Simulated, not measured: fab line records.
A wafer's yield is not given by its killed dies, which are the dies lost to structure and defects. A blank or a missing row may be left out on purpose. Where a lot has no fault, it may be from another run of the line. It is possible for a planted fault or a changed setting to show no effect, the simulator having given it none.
One fault seen from 2 desks | flow gf180mcu | every desk sees just its own numbers, and what lay behind them comes last

== DESK OF THE TOOL OWNER: implanter-02 ==
GF_DNWELL_IMPLANT_07, tool's own readings: per-lot mean of the sampled wafers with a number, covering each lot this tool ran. Any lot whose mean is over 4 standard deviations away from the usual mean is out of limits and marked OUT; that distance is given in the brackets.
Columns: A = beam-energy-keV at GF_DNWELL_IMPLANT_07, usual 1500.1
lot  | first seen here | A
L746 | day 2 23:08     | 1499.9
L749 | day 3 16:19     | 1500.6
L750 | day 3 20:59     | 1500.4
L751 | day 4 02:08     | 1568.8 (+99 or more) OUT
L755 | day 4 22:14     | 1568.6 (+99 or more) OUT
Finding of this desk: L751, L755 out of limits; the first was L751 at day 4 02:08, on beam-energy-keV at GF_DNWELL_IMPLANT_07. L746, L749, L750: within limits.

== AT THE METROLOGY DESK ==
What the gauges read, lot by lot, whatever tool the lot ran on: means of the sampled wafers that have a number. Any lot whose mean is over 4 standard deviations away from the usual mean is out of limits and marked OUT; that distance is given in the brackets.
Columns: A = VT_IMPLANT_01_OVL at GF_VT_IMPLANT_OVL_MEAS_18, usual -1.3 nm; B = POLY_GATE_OVL at GF_POLY_GATE_OVL_MEAS_11, usual -1 nm
lot  | first seen here | A    | B
L745 | day 6 04:55     | 3.4  | 5
L746 | day 6 11:10     | 0.7  | -2
L747 | day 6 21:04     | -1.7 | -2
L748 | day 7 04:01     | -2.0 | -3
L749 | day 7 06:24     | -1.9 | -2
L750 | day 7 11:13     | 0.1  | -8
L751 | day 7 20:10     | -1.1 | -4
L755 | day 8 21:49     | -2.5 | 2
L760 | day 10 04:08    | -3.6 | -4
L762 | day 10 17:34    | -2.6 | -1
L765 | day 11 12:07    | -1.1 | 0
L766 | day 11 17:19    | -0.3 | -5
L767 | day 12 01:16    | -1.9 | 2
L768 | day 12 06:01    | 1.0  | 3
Finding of this desk: none of the 14 lots has anything out of limits.

== PUT TOGETHER ==
An alarm could have come from the tool owner's desk at day 4 02:08, on L751, L755.
The metrology desk saw nothing out of limits.
The metrology desk has L751, L755 on record, within its limits.
The lots listed all ran GF_DNWELL_IMPLANT_07 on implanter-02.

== WHAT THE SIMULATOR HAD INSERTED ==
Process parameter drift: implanter-02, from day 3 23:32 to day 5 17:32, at GF_DNWELL_IMPLANT_07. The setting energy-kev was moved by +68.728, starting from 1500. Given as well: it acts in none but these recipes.
Lots struck among those shown: L751, L755.
Each desk's first reading out of limits, in hours after the fault started: the tool owner's desk, 3.
